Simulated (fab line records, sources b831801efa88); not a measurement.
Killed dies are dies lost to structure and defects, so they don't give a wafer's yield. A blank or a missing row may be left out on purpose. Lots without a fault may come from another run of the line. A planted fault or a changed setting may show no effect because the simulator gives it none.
Problem report in the 8D (eight disciplines) form, filled by code | flow sky130 | the parts of the form that need people (team, actions taken, sign-off) are left out

1. THE PROBLEM
chamber_pressure_pa at SKY_VIA3_SPUTTER_20 reads a mean of 4.387 Pa on 6 wafers of 2 lots; wafers without a fault read 5.000 Pa with a standard deviation of 0.0095. That is -65 standard deviations from the usual mean.
The step: material TiN, target thk 20 nm, time 80 s.
First seen on wafer L638.3, day 42 14:49, on pvd_sputter-01. The record holds 18 wafers of 6 lots with a number at this step. Rule for "out", or "out of limits": more than 4 standard deviations from the usual mean. The other wafers with a number count as sound.

2. WHAT IT IS AND WHAT IT IS NOT
question                    | is                     | is not
which readings at this step | chamber_pressure_pa    | -
which lots                  | L638, L639             | L630, L632, L646, L652
which wafers of those lots  | all that have a number | -
read on which tools         | pvd_sputter-01         | pvd_sputter-02
when                        | from day 42 14:49      | up to then (6 sound wafers); but 6 sound wafers of L646, L652 came after

3. SUSPECTS, AND WHAT RULES EACH OUT
Counting: a tool at a process step up to the reading stays a suspect if it ran every lot that is out and no sound lot after the first of them.
- rie_diel-04 at SKY_VIA3_ETCH_14 (etches BARC in N2/H2, stops on SiO2, time 45.9 s, target depth 60 nm): kept. It ran every lot that is out, first L638 (day 42 14:07), and no sound lot after that; its last sound lot up to then is L632 (day 41 00:46).
- rie_diel-04 at SKY_VIA3_ETCH_15 (etches SiO2 in C4F8/O2/Ar, stops on TiN, target depth 507 nm, time 78 s): kept. It ran every lot that is out, first L638 (day 42 14:10), and no sound lot after that; its last sound lot up to then is L632 (day 41 00:49).
- plasma_asher-01 at SKY_VIA3_STRIP_16 (strips in O2/N2): kept. It ran every lot that is out, first L638 (day 42 14:16), and no sound lot after that; its last sound lot up to then is L632 (day 41 00:52).
- pvd_sputter-01 at SKY_VIA3_SPUTTER_20 (material TiN, target thk 20 nm, time 80 s): kept. It ran every lot that is out, first L638 (day 42 14:49), and no sound lot after that; its last sound lot up to then is L632 (day 41 01:29). Its own readings are out on those wafers: chamber_pressure_pa.
Left after counting: rie_diel-04 at SKY_VIA3_ETCH_14, rie_diel-04 at SKY_VIA3_ETCH_15, plasma_asher-01 at SKY_VIA3_STRIP_16, pvd_sputter-01 at SKY_VIA3_SPUTTER_20.

4. THE CAUSE (what the simulator had put in)
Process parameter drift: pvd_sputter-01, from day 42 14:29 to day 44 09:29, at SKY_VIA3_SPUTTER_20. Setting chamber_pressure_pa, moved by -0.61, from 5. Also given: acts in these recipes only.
Counting left 4 suspects, and this tool is among them.

5. THE CHAIN OF EFFECTS, in route order
Each row: a reading whose mean over the struck wafers that have a number lies more than 3 standard deviations from the usual. Only readings for which the record gives a usual standard deviation are gone through. hours: the time from each lot's start at the first step in this table that gives one to its start at this step, as a median over the lots. sigmas: the change in usual standard deviations.
hours | step                | reading             | usual    | on struck wafers | change | sigmas
0     | SKY_VIA3_SPUTTER_20 | chamber_pressure_pa | 5.000 Pa | 4.387            | -0.613 | -65
The process steps in it:
- SKY_VIA3_SPUTTER_20: material TiN, target thk 20 nm, time 80 s.

6. WHAT WOULD HAVE CAUGHT IT SOONER
In this record the first reading out of limits was taken at day 42 14:49, 0 hours after the fault began at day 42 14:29.
